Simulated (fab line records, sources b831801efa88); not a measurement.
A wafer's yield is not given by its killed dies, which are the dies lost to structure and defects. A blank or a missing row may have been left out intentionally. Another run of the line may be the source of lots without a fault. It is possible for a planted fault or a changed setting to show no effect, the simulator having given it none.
fab line records + flow sky130
record
- lots=12
- wafers=36
- lastDay=50
route steps=708 shown METAL2@500 VIA2@522 PAD_OPEN@708
lots that met no fault: taken from a fault-free run of the same line
startH: the number of hours between the record's first day and the start of the first shown wafer of the lot + waitH: hours from the lot's prior step to this one + " as in the row above + L1.1+2: a single row standing in for several wafers + - no value, or no start given + * or withheld: withheld + < > ~ a bound
route shown NAME@n: NAME is a module with steps in the file, n the number in the route of the first one + usual: average and standard deviation across the fault-free wafers + same: alike in all rows + chamber/n: place in a boat + sites: each site's reading + _std_site: the values' standard deviation + _edge_site: inner sites' mean taken away from outer sites' mean + radiusMm: for every site, how far away it sits from the centre of the wafer + mask NAME#n: copy n + behind: the last tool/chamber to shape the wafer + hold: reason for holding the lot/hours on hold/outcome of the hold + device: names the non-switching transistor (n, p or np) + end of line: the route-end tests of the same wafers + a step with no rows: only its recipe + killed: dies lost to structure and defects at the first sort, not the wafer's yield + map: a wafer's dies, marking killed ones x, the rest . and places with no die _
set.NAME: setting as actually run; set.NAME@STEP: the setting as run at that earlier step + model.NAME: the simulator's own value behind a step, which no gauge read
a sample of lots followed through the steps of the route, with each step as a table and each wafer as a row
services: when a tool's chamber went out of use (startH, in hours from the record's first day, below 0 if earlier), for how many hours, and the reason
## steps
# step SKY_METAL2_DESCUM_17
# recipe
- chemistry=O2
- sourcePowerW=150
- biasPowerW=0
- pressureMtorr=10
- tempC=40
- timeS=8
# usual
- drypumpMotorCurrentA=6.1/0.31
- oesProductAu=1.004/0.013
| lot.wafer | tool        | chamber | startH | waitH | drypumpMotorCurrentA | oesProductAu | rfHoursCounterH |
|-----------|-------------|---------|--------|-------|----------------------|--------------|-----------------|
| L207.1    | rieMetal-04 | 1       | 818.98 | 0.0   | 5.6                  | 1.005        | 1               |
| L207.3    | "           | 0       | "      | "     | 5.8                  | 1.021        | -               |
| L207.5    | "           | 0       | "      | "     | 5.8                  | 1.024        | -               |
| L208.2    | rieMetal-01 | 0       | 820.87 | 0.0   | 6.3                  | 1.009        | 10              |
| L208.3    | "           | 1       | "      | "     | 6.1                  | 0.977        | -               |
| L208.5    | "           | 1       | "      | "     | 6.1                  | 0.988        | -               |
| L209.2    | rieMetal-01 | 0       | 835.12 | 0.0   | 6.3                  | 1.009        | 10              |
| L209.5    | "           | 0       | "      | "     | 6.3                  | 1.014        | -               |
| L209.6    | "           | 1       | "      | "     | 6.0                  | 0.978        | -               |
| L213.2    | rieMetal-02 | 0       | 865.37 | 0.0   | 6.6                  | 0.997        | 5               |
| L213.3    | "           | 0       | "      | "     | 6.6                  | 0.989        | -               |
| L213.5    | "           | 1       | "      | "     | 6.1                  | 0.994        | -               |
| L216.2    | rieMetal-04 | 1       | 901.43 | 0.0   | 5.7                  | 1.001        | 4               |
| L216.3    | "           | 1       | "      | "     | 5.6                  | 1.001        | -               |
| L216.5    | "           | 1       | "      | "     | 5.6                  | 1.011        | -               |
| L221.1    | rieMetal-02 | 0       | 926.52 | 0.0   | 6.5                  | 1.006        | 8               |
| L221.2    | "           | 1       | "      | "     | 6.1                  | 0.992        | 2               |
| L221.6    | "           | 1       | "      | "     | 6.1                  | 0.991        | -               |
| L223.3    | rieMetal-04 | 1       | 936.64 | 0.0   | 5.7                  | 1.001        | -               |
| L223.5    | "           | 0       | "      | "     | 5.8                  | 1.022        | -               |
| L223.6    | "           | 1       | "      | "     | 5.7                  | 1.000        | -               |
| L225.2    | rieMetal-04 | 1       | 946.32 | 0.0   | 5.7                  | 1.000        | 7               |
| L225.3    | "           | 1       | "      | "     | 5.6                  | 1.006        | -               |
| L225.6    | "           | 1       | "      | "     | 5.6                  | 1.005        | -               |
| L224.3    | rieMetal-02 | 0       | 946.84 | 0.0   | 6.5                  | 1.003        | -               |
| L224.4    | "           | 1       | "      | "     | 6.1                  | 0.978        | -               |
| L224.6    | "           | 1       | "      | "     | 6.1                  | 0.981        | -               |
| L226.1    | rieMetal-02 | 1       | 953.14 | 0.0   | 6.1                  | 0.990        | 3               |
| L226.2    | "           | 0       | "      | "     | 6.5                  | 1.004        | 9               |
| L226.5    | "           | 0       | "      | "     | 6.5                  | 1.010        | -               |
| L229.1    | rieMetal-02 | 0       | 975.19 | 0.0   | 6.5                  | 1.014        | 10              |
| L229.3    | "           | 0       | "      | "     | 6.5                  | 1.016        | -               |
| L229.4    | "           | 1       | "      | "     | 6.1                  | 0.993        | -               |
| L230.2    | rieMetal-01 | 0       | 976.64 | 0.0   | 6.3                  | 1.018        | 17              |
| L230.4    | "           | 0       | "      | "     | 6.3                  | 1.020        | -               |
| L230.5    | "           | 0       | "      | "     | 6.3                  | 1.026        | -               |
# step SKY_VIA2_ETCH_15
# recipe
- target=SiO2
- chemistry=C4F8/O2/Ar
- targetDepthNm=546
- stopOn=TiN
- maskMaterial=KrF-thick
- sourceW=1500
- biasW=1200
- pressureMtorr=40
- c4f8FlowSccm=withheld
- O2_flow_sccm=6
- Ar_flow_sccm=300
- timeS=84
# usual
- biasW=1200/3.2
- oesProductAu=0.939/0.0048
| lot.wafer | tool       | chamber | startH  | waitH | biasW | oesProductAu | rfHoursCounterH |
|-----------|------------|---------|---------|-------|-------|--------------|-----------------|
| L207.1    | rieDiel-02 | 1       | 846.78  | 0.0   | 1202  | 0.939        | 23              |
| L207.3    | "          | 2       | "       | "     | 1197  | 0.947        | 7               |
| L207.5    | "          | 1       | "       | "     | 1199  | 0.934        | -               |
| L208.2    | rieDiel-04 | 0       | 848.83  | 0.0   | 1201  | 0.939        | 26              |
| L208.3    | "          | 2       | "       | "     | 1205  | 0.942        | 4               |
| L208.5    | "          | 2       | "       | "     | 1201  | 0.933        | -               |
| L209.2    | rieDiel-01 | 0       | 862.37  | 0.0   | 1197  | 0.934        | 11              |
| L209.5    | "          | 0       | "       | "     | 1198  | 0.938        | -               |
| L209.6    | "          | 2       | "       | "     | 1197  | 0.934        | -               |
| L213.2    | rieDiel-01 | 3       | 893.03  | 0.0   | 1200  | 0.936        | 16              |
| L213.3    | "          | 0       | "       | "     | 1200  | 0.931        | 12              |
| L213.5    | "          | 0       | "       | "     | 1201  | 0.935        | -               |
| L216.2    | rieDiel-01 | 0       | 928.07  | 0.0   | 1197  | 0.947        | 12              |
| L216.3    | "          | 1       | "       | "     | 1200  | 0.940        | 7               |
| L216.5    | "          | 3       | "       | "     | 1083  | 0.941        | -               |
| L221.1    | rieDiel-04 | 1       | 951.78  | 0.0   | 1205  | 0.937        | 21              |
| L221.2    | "          | 0       | "       | "     | 1201  | 0.940        | 0               |
| L221.6    | "          | 3       | "       | "     | 1197  | 0.938        | -               |
| L223.3    | rieDiel-04 | 1       | 962.03  | 0.0   | 1203  | 0.940        | 22              |
| L223.5    | "          | 1       | "       | "     | 1196  | 0.942        | -               |
| L223.6    | "          | 2       | "       | "     | 1201  | 0.944        | -               |
| L225.2    | rieDiel-04 | 1       | 971.91  | 0.0   | 1200  | 0.940        | 22              |
| L225.3    | "          | 3       | "       | "     | 1205  | 0.944        | 21              |
| L225.6    | "          | 2       | "       | "     | 1199  | 0.939        | -               |
| L224.3    | rieDiel-04 | 2       | 972.63  | 0.0   | 1201  | 0.941        | 8               |
| L224.4    | "          | 1       | "       | "     | 1205  | 0.936        | 22              |
| L224.6    | "          | 1       | "       | "     | 1202  | 0.935        | -               |
| L226.1    | rieDiel-02 | 3       | 978.57  | 0.0   | 1197  | 0.939        | 8               |
| L226.2    | "          | 2       | "       | "     | 1201  | 0.942        | 10              |
| L226.5    | "          | 1       | "       | "     | 1201  | 0.941        | -               |
| L229.1    | rieDiel-01 | 3       | 999.92  | 0.0   | 1196  | 0.936        | 19              |
| L229.3    | "          | 0       | "       | "     | 1203  | 0.940        | 14              |
| L229.4    | "          | 1       | "       | "     | 1202  | 0.936        | 9               |
| L230.2    | rieDiel-04 | 2       | 1002.37 | 0.0   | 1196  | 0.941        | 9               |
| L230.4    | "          | 1       | "       | "     | 1203  | 0.937        | 23              |
| L230.5    | "          | 0       | "       | "     | 1198  | 0.948        | -               |
# step SKY_VIA2_STRIP_16
# recipe
- chemistry=O2/N2
- powerW=1400
- pressureMtorr=1500
- platenTempC=withheld
- o2FlowSccm=3000
- n2FlowSccm=300
- overashFraction=0.5
# usual
- drypumpMotorCurrentA=5.6/0.62
- oesProductAu=0.399/0.005
- stripTimeToEndpointS=4.04/0.037
| lot.wafer | tool           | chamber | startH  | waitH | drypumpMotorCurrentA | oesProductAu | rfHoursCounterH | stripTimeToEndpointS |
|-----------|----------------|---------|---------|-------|----------------------|--------------|-----------------|----------------------|
| L207.1    | plasmaAsher-03 | 1       | 846.84  | 0.0   | 5.3                  | 0.402        | 102             | 4.12                 |
| L207.3    | "              | 1       | "       | "     | 5.3                  | 0.397        | -               | 4.10                 |
| L207.5    | "              | 0       | "       | "     | 5.8                  | 0.395        | -               | 4.12                 |
| L208.2    | plasmaAsher-04 | 1       | 848.89  | 0.0   | 4.7                  | 0.394        | 11              | 4.04                 |
| L208.3    | "              | 1       | "       | "     | 4.7                  | 0.393        | -               | 3.96                 |
| L208.5    | "              | 1       | "       | "     | 4.7                  | 0.403        | -               | 3.99                 |
| L209.2    | plasmaAsher-02 | 1       | 862.44  | 0.0   | 5.2                  | 0.403        | 43              | 4.05                 |
| L209.5    | "              | 1       | "       | "     | 5.2                  | 0.399        | -               | 4.04                 |
| L209.6    | "              | 0       | "       | "     | 6.2                  | 0.392        | -               | 4.04                 |
| L213.2    | plasmaAsher-04 | 1       | 893.09  | 0.0   | 4.7                  | 0.403        | 15              | 4.04                 |
| L213.3    | "              | 1       | "       | "     | 4.7                  | 0.397        | -               | 4.02                 |
| L213.5    | "              | 0       | "       | "     | 6.5                  | 0.398        | -               | 4.05                 |
| L216.2    | plasmaAsher-02 | 0       | 928.14  | 0.0   | 6.2                  | 0.394        | 49              | 4.03                 |
| L216.3    | "              | 0       | "       | "     | 6.2                  | 0.389        | -               | 4.01                 |
| L216.5    | "              | 0       | "       | "     | 6.2                  | 0.400        | -               | 4.09                 |
| L221.1    | plasmaAsher-03 | 0       | 951.84  | 0.0   | 5.8                  | 0.391        | 112             | 4.06                 |
| L221.2    | "              | 1       | "       | "     | 5.3                  | 0.398        | 112             | 4.10                 |
| L221.6    | "              | 1       | "       | "     | 5.3                  | 0.396        | -               | 4.01                 |
| L223.3    | plasmaAsher-02 | 1       | 962.13  | 0.1   | 5.2                  | 0.401        | -               | 4.06                 |
| L223.5    | "              | 0       | "       | "     | 6.3                  | 0.409        | -               | 4.09                 |
| L223.6    | "              | 1       | "       | "     | 5.2                  | 0.402        | -               | 4.01                 |
| L225.2    | plasmaAsher-02 | 1       | 971.98  | 0.0   | 5.2                  | 0.409        | 54              | 4.08                 |
| L225.3    | "              | 0       | "       | "     | 6.2                  | 0.396        | -               | 3.97                 |
| L225.6    | "              | 0       | "       | "     | 6.2                  | 0.394        | -               | 3.99                 |
| L224.3    | plasmaAsher-04 | 0       | 972.72  | 0.1   | 6.5                  | 0.398        | -               | 4.00                 |
| L224.4    | "              | 1       | "       | "     | 4.7                  | 0.396        | -               | 4.07                 |
| L224.6    | "              | 0       | "       | "     | 6.5                  | 0.394        | -               | 4.08                 |
| L226.1    | plasmaAsher-02 | 1       | 978.64  | 0.0   | 5.2                  | 0.403        | 54              | 4.12                 |
| L226.2    | "              | 0       | "       | "     | 6.2                  | 0.400        | 54              | 4.09                 |
| L226.5    | "              | 1       | "       | "     | 5.2                  | 0.393        | -               | 4.06                 |
| L229.1    | plasmaAsher-03 | 0       | 999.98  | 0.0   | 5.8                  | 0.407        | 117             | 4.07                 |
| L229.3    | "              | 0       | "       | "     | 5.8                  | 0.406        | -               | 4.03                 |
| L229.4    | "              | 1       | "       | "     | 5.3                  | 0.404        | -               | 3.99                 |
| L230.2    | plasmaAsher-04 | 1       | 1002.43 | 0.0   | 4.7                  | 0.400        | 26              | 4.02                 |
| L230.4    | "              | 0       | "       | "     | 6.5                  | 0.411        | -               | 4.11                 |
| L230.5    | "              | 0       | "       | "     | 6.5                  | 0.398        | -               | 4.10                 |
# step SKY_VIA2_THK_MEAS_23
# recipe
- thkMeasGauge=xrf
- reads=W_of_VIA2_CVD_21
# usual
- VIA2_W_THK=407/5.1
| lot.wafer | tool         | chamber | startH  | waitH | VIA2_W_THK[nm] |
|-----------|--------------|---------|---------|-------|----------------|
| L207.1    | filmMetro-02 | -       | 847.79  | 0.1   | 402            |
| L207.3    | "            | -       | "       | "     | 409            |
| L207.5    | "            | -       | "       | "     | 406            |
| L208.2    | filmMetro-01 | -       | 849.83  | 0.1   | 409            |
| L208.3    | "            | -       | "       | "     | 407            |
| L208.5    | "            | -       | "       | "     | 404            |
| L209.2    | filmMetro-04 | -       | 863.36  | 0.1   | 408            |
| L209.5    | "            | -       | "       | "     | 410            |
| L209.6    | "            | -       | "       | "     | 414            |
| L213.2    | filmMetro-02 | -       | 894.01  | 0.1   | 406            |
| L213.3    | "            | -       | "       | "     | 415            |
| L213.5    | "            | -       | "       | "     | 411            |
| L216.2    | filmMetro-01 | -       | 929.05  | 0.1   | 407            |
| L216.3    | "            | -       | "       | "     | 410            |
| L216.5    | "            | -       | "       | "     | 409            |
| L221.1    | filmMetro-02 | -       | 952.74  | 0.1   | 407            |
| L221.2    | "            | -       | "       | "     | 406            |
| L221.6    | "            | -       | "       | "     | 412            |
| L223.3    | filmMetro-04 | -       | 963.02  | 0.1   | 404            |
| L223.5    | "            | -       | "       | "     | 406            |
| L223.6    | "            | -       | "       | "     | 407            |
| L225.2    | filmMetro-01 | -       | 972.92  | 0.1   | 411            |
| L225.3    | "            | -       | "       | "     | 413            |
| L225.6    | "            | -       | "       | "     | 410            |
| L224.3    | filmMetro-04 | -       | 973.62  | 0.1   | 406            |
| L224.4    | "            | -       | "       | "     | 409            |
| L224.6    | "            | -       | "       | "     | 405            |
| L226.1    | filmMetro-01 | -       | 979.59  | 0.1   | 413            |
| L226.2    | "            | -       | "       | "     | 411            |
| L226.5    | "            | -       | "       | "     | 412            |
| L229.1    | filmMetro-02 | -       | 1000.89 | 0.1   | 399            |
| L229.3    | "            | -       | "       | "     | 406            |
| L229.4    | "            | -       | "       | "     | 410            |
| L230.2    | filmMetro-04 | -       | 1003.35 | 0.1   | 403            |
| L230.4    | "            | -       | "       | "     | 401            |
| L230.5    | "            | -       | "       | "     | 404            |
# step SKY_PAD_OPEN_PROBE_99
# usual
- defectLimitedYield=82.5/1.9
- killed_at_M0_to_M3=43/6.4
- killed_at_M4_up=2.9/1.7
- killedAtContacts=24/5
- killedAtFrontEnd=15/4
- killedAtOther=0.4/0.62
- killedDies=86/9.3
- killedOpen=47/6.8
- killedShort=38/5.8
- sort_bin_3_pad_short=0.9/0.42
- sort_bin_5_function=10.3/1.5
- sort_bin_6_memory=6.3/1.1
- sortNPass=406/9.3
- sortYieldPct=82.5/1.9
# same
- grossDies=492
- killedAtBackSide=0
- sort_bin_4_leakage[%]=0
- sort_bin_8_speed[%]=0
| lot.wafer | tool      | chamber | startH  | waitH | defectLimitedYield[%] | killed_at_M0_to_M3 | killed_at_M4_up | killedAtContacts | killedAtFrontEnd | killedAtOther | killedDies | killedOpen | killedShort | sort_bin_3_pad_short[%] | sort_bin_5_function[%] | sort_bin_6_memory[%] | sortNPass | sortYieldPct[%] |
|-----------|-----------|---------|---------|-------|-----------------------|--------------------|-----------------|------------------|------------------|---------------|------------|------------|-------------|-------------------------|------------------------|----------------------|-----------|-----------------|
| L208.2    | prober-01 | -       | 1076.14 | 0.1   | 85.2                  | 31                 | 4               | 22               | 16               | 0             | 73         | 37         | 36          | 0.4                     | 8.9                    | 5.5                  | 419       | 85.2            |
| L208.3    | prober-01 | -       | 1076.19 | 0.2   | 86.2                  | 34                 | 0               | 15               | 18               | 1             | 68         | 33         | 33          | 1.0                     | 7.7                    | 5.1                  | 424       | 86.2            |
| L208.5    | prober-01 | -       | 1076.29 | 0.2   | 81.5                  | 45                 | 0               | 30               | 16               | 0             | 91         | 54         | 37          | 0.4                     | 10.4                   | 7.7                  | 401       | 81.5            |
| L216.2    | prober-02 | -       | 1139.10 | 0.1   | 81.1                  | 52                 | 1               | 26               | 13               | 1             | 93         | 52         | 40          | 1.2                     | 11.8                   | 5.9                  | 399       | 81.1            |
| L216.3    | prober-02 | -       | 1139.15 | 0.2   | 85.0                  | 37                 | 1               | 22               | 14               | 0             | 74         | 42         | 32          | 1.2                     | 8.7                    | 5.1                  | 418       | 85.0            |
| L216.5    | prober-02 | -       | 1139.25 | 0.2   | 82.1                  | 41                 | 2               | 31               | 14               | 0             | 88         | 57         | 31          | 0.4                     | 9.3                    | 8.1                  | 404       | 82.1            |
| L226.1    | prober-02 | -       | 1177.00 | 0.1   | 81.7                  | 44                 | 0               | 27               | 18               | 1             | 90         | 52         | 38          | 1.2                     | 10.8                   | 6.3                  | 402       | 81.7            |
| L226.2    | prober-02 | -       | 1177.05 | 0.1   | 81.5                  | 42                 | 3               | 34               | 12               | 0             | 91         | 52         | 39          | 1.0                     | 10.8                   | 6.7                  | 401       | 81.5            |
| L226.5    | prober-02 | -       | 1177.20 | 0.2   | 80.5                  | 52                 | 2               | 24               | 18               | 0             | 96         | 42         | 54          | 1.2                     | 11.6                   | 6.7                  | 396       | 80.5            |
| L229.1    | prober-01 | -       | 1190.34 | 0.1   | 81.5                  | 47                 | 4               | 28               | 12               | 0             | 91         | 51         | 39          | 1.2                     | 8.5                    | 8.7                  | 401       | 81.5            |
| L229.3    | prober-01 | -       | 1190.44 | 0.2   | 82.5                  | 47                 | 2               | 22               | 15               | 0             | 86         | 44         | 41          | 1.2                     | 9.3                    | 6.9                  | 406       | 82.5            |
| L229.4    | prober-01 | -       | 1190.49 | 0.2   | 80.9                  | 51                 | 3               | 28               | 12               | 0             | 94         | 47         | 47          | 1.2                     | 10.6                   | 7.3                  | 398       | 80.9            |
| L230.2    | prober-02 | -       | 1191.41 | 0.1   | 81.3                  | 48                 | 4               | 25               | 14               | 1             | 92         | 57         | 35          | 0.4                     | 11.6                   | 6.7                  | 400       | 81.3            |
| L230.4    | prober-02 | -       | 1191.51 | 0.2   | 84.1                  | 33                 | 0               | 23               | 22               | 0             | 78         | 38         | 38          | 1.4                     | 8.9                    | 5.5                  | 414       | 84.1            |
| L230.5    | prober-02 | -       | 1191.56 | 0.2   | 79.1                  | 53                 | 4               | 30               | 15               | 1             | 103        | 49         | 54          | 0.8                     | 12.4                   | 7.7                  | 389       | 79.1            |
# killed by level:class
L208.2 VIA1:geometricParticle:open=8 CONTACT:geometricParticle:open=7 LOCAL_INTERCONNECT:geometricParticle:short=5 POLY_GATE:geometricParticle:short=4 POLY_GATE:geometricParticle:open=4 LI_CONTACT:geometricParticle:open=4 VIA1:geometricParticle:short=4 METAL2:geometricParticle:short=4
L208.3 VIA3:geometricParticle:short=7 CONTACT:geometricParticle:open=6 VIA3:geometricParticle:open=6 FIELD_ISO:geometricParticle:short=5 POLY_GATE:geometricParticle:open=5 VIA1:geometricParticle:open=5 VIA2:geometricParticle:open=5 VIA1:geometricParticle:short=4
L208.5 VIA1:geometricParticle:open=14 CONTACT:geometricParticle:open=10 LI_CONTACT:geometricParticle:open=8 VIA2:geometricParticle:open=7 FIELD_ISO:geometricParticle:short=6 CONTACT:geometricParticle:short=6 VIA1:geometricParticle:short=6 POLY_GATE:geometricParticle:open=4
L216.2 VIA1:geometricParticle:open=15 CONTACT:geometricParticle:open=13 METAL2:geometricParticle:short=8 CONTACT:geometricParticle:short=7 METAL3:geometricParticle:short=7 VIA2:geometricParticle:open=6 FIELD_ISO:geometricParticle:open=5 VIA1:geometricParticle:short=4
L216.3 LI_CONTACT:geometricParticle:open=8 CONTACT:geometricParticle:open=8 METAL1:geometricParticle:short=7 FIELD_ISO:geometricParticle:open=5 VIA1:geometricParticle:open=5 VIA1:geometricParticle:short=5 VIA2:geometricParticle:open=5 VIA3:geometricParticle:open=5
L216.5 CONTACT:geometricParticle:open=12 VIA3:geometricParticle:open=9 VIA1:geometricParticle:open=9 LI_CONTACT:geometricParticle:open=8 POLY_GATE:geometricParticle:open=5 CONTACT:geometricParticle:short=5 METAL1:geometricParticle:short=4 VIA1:geometricParticle:short=4
L226.1 VIA1:geometricParticle:open=12 CONTACT:geometricParticle:open=9 LI_CONTACT:geometricParticle:open=8 VIA3:geometricParticle:open=8 VIA2:geometricParticle:open=7 FIELD_ISO:geometricParticle:short=6 VIA2:geometricParticle:short=6 POLY_GATE:geometricParticle:short=5
L226.2 CONTACT:geometricParticle:open=18 VIA2:geometricParticle:open=8 CONTACT:geometricParticle:short=8 VIA1:geometricParticle:open=8 VIA1:geometricParticle:short=7 METAL1:geometricParticle:short=5 POLY_GATE:geometricParticle:open=4 VIA3:geometricParticle:open=3
L226.5 CONTACT:geometricParticle:open=8 METAL1:geometricParticle:short=8 METAL2:geometricParticle:short=8 LI_CONTACT:geometricParticle:open=7 METAL3:geometricParticle:short=7 VIA1:geometricParticle:open=6 VIA2:geometricParticle:open=6 FIELD_ISO:geometricParticle:open=5
L229.1 CONTACT:geometricParticle:open=12 VIA1:geometricParticle:open=10 VIA2:geometricParticle:open=9 LI_CONTACT:geometricParticle:open=7 CONTACT:geometricParticle:short=5 VIA1:geometricParticle:short=5 VIA3:geometricParticle:open=5 VIA3:geometricParticle:short=4
L229.3 VIA1:geometricParticle:open=15 CONTACT:geometricParticle:open=7 VIA3:geometricParticle:open=7 VIA2:geometricParticle:open=7 CONTACT:geometricParticle:short=6 FIELD_ISO:geometricParticle:short=5 LI_CONTACT:geometricParticle:open=5 METAL2:geometricParticle:short=5
L229.4 LI_CONTACT:geometricParticle:open=9 VIA3:geometricParticle:short=7 CONTACT:geometricParticle:open=7 CONTACT:geometricParticle:short=7 VIA1:geometricParticle:open=7 VIA2:geometricParticle:open=7 METAL2:geometricParticle:short=6 VIA1:geometricParticle:short=5
L230.2 CONTACT:geometricParticle:open=14 VIA1:geometricParticle:open=13 VIA2:geometricParticle:open=8 VIA2:geometricParticle:short=6 LI_CONTACT:geometricParticle:open=6 VIA3:geometricParticle:open=5 POLY_GATE:geometricParticle:short=4 METAL1:geometricParticle:short=4
L230.4 VIA1:geometricParticle:open=10 CONTACT:geometricParticle:open=9 POLY_GATE:geometricParticle:short=6 METAL1:geometricParticle:short=6 VIA1:geometricParticle:short=5 CONTACT:geometricParticle:short=5 FIELD_ISO:geometricParticle:short=4 POLY_GATE:geometricParticle:open=4
L230.5 VIA1:geometricParticle:open=15 METAL1:geometricParticle:short=8 VIA2:geometricParticle:open=8 LI_CONTACT:geometricParticle:open=7 LOCAL_INTERCONNECT:geometricParticle:short=7 CONTACT:geometricParticle:open=7 VIA2:geometricParticle:short=7 LI_CONTACT:geometricParticle:short=6
## services
| tool           | chamber | startH | hours | kind          |
|----------------|---------|--------|-------|---------------|
| rieMetal-02    | 1       | 800.66 | 10.9  | repair        |
| rieDiel-01     | 1       | 842.13 | 5.8   | repair        |
| rieDiel-04     | 1       | 847.79 | 16.5  | repair        |
| rieDiel-01     | 2       | 847.86 | 9.0   | repair        |
| rieDiel-02     | 3       | 848.95 | 6.5   | repair        |
| rieMetal-01    | 1       | 852.15 | 1.1   | repair        |
| rieDiel-01     | 3       | 858.14 | 7.4   | repair        |
| rieMetal-02    | 1       | 866.27 | -     | clean         |
| rieDiel-01     | 1       | 871.64 | 2.4   | repair        |
| rieDiel-04     | 1       | 886.79 | 6.4   | repair        |
| rieMetal-04    | 0       | 903.35 | 16.0  | repair        |
| rieDiel-04     | 1       | 914.45 | 2.8   | repair        |
| rieDiel-04     | 0       | 930.32 | -     | clean         |
| rieDiel-04     | 0       | 930.32 | 18.8  | scheduledDown |
| rieDiel-04     | 0       | 930.32 | 18.8  | ventCycle     |
| plasmaAsher-03 | -       | 930.60 | 2.6   | repair        |
| rieDiel-01     | 2       | 951.73 | 6.9   | repair        |
| plasmaAsher-04 | -       | 963.10 | 2.2   | repair        |
| rieDiel-01     | 0       | 963.75 | 8.9   | repair        |
| rieDiel-01     | -       | 974.22 | 2.8   | pm            |
| rieDiel-04     | 1       | 977.49 | 1.9   | repair        |
| rieDiel-02     | -       | 981.53 | 0.2   | repair        |
| rieMetal-02    | 1       | 989.84 | 4.6   | repair        |
| rieDiel-01     | 1       | 990.16 | 4.0   | repair        |
## key
firstSign
- step=SKY_VIA2_ETCH_15
- reading=biasW
- direction=down
- sigmas=37
- usual=1200
- struck=1083
effect none on later readings
metAt SKY_VIA2_ETCH_15
struckLots L216
struckWafers L216.5
notActingAt SKY_METAL2_DESCUM_17,SKY_VIA2_STRIP_16,SKY_VIA2_THK_MEAS_23
onsetBetween 893.03 928.07
fault
- kind=processParameterDrift
- tool=rieDiel-01
- chamber=3
- onsetH=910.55
- steps=SKY_VIA2_ETCH_15
- channel=biasW
- offset=-112.78
- shape=step
- endH=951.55
- actsIn=theseRecipesOnly
- stated=1200
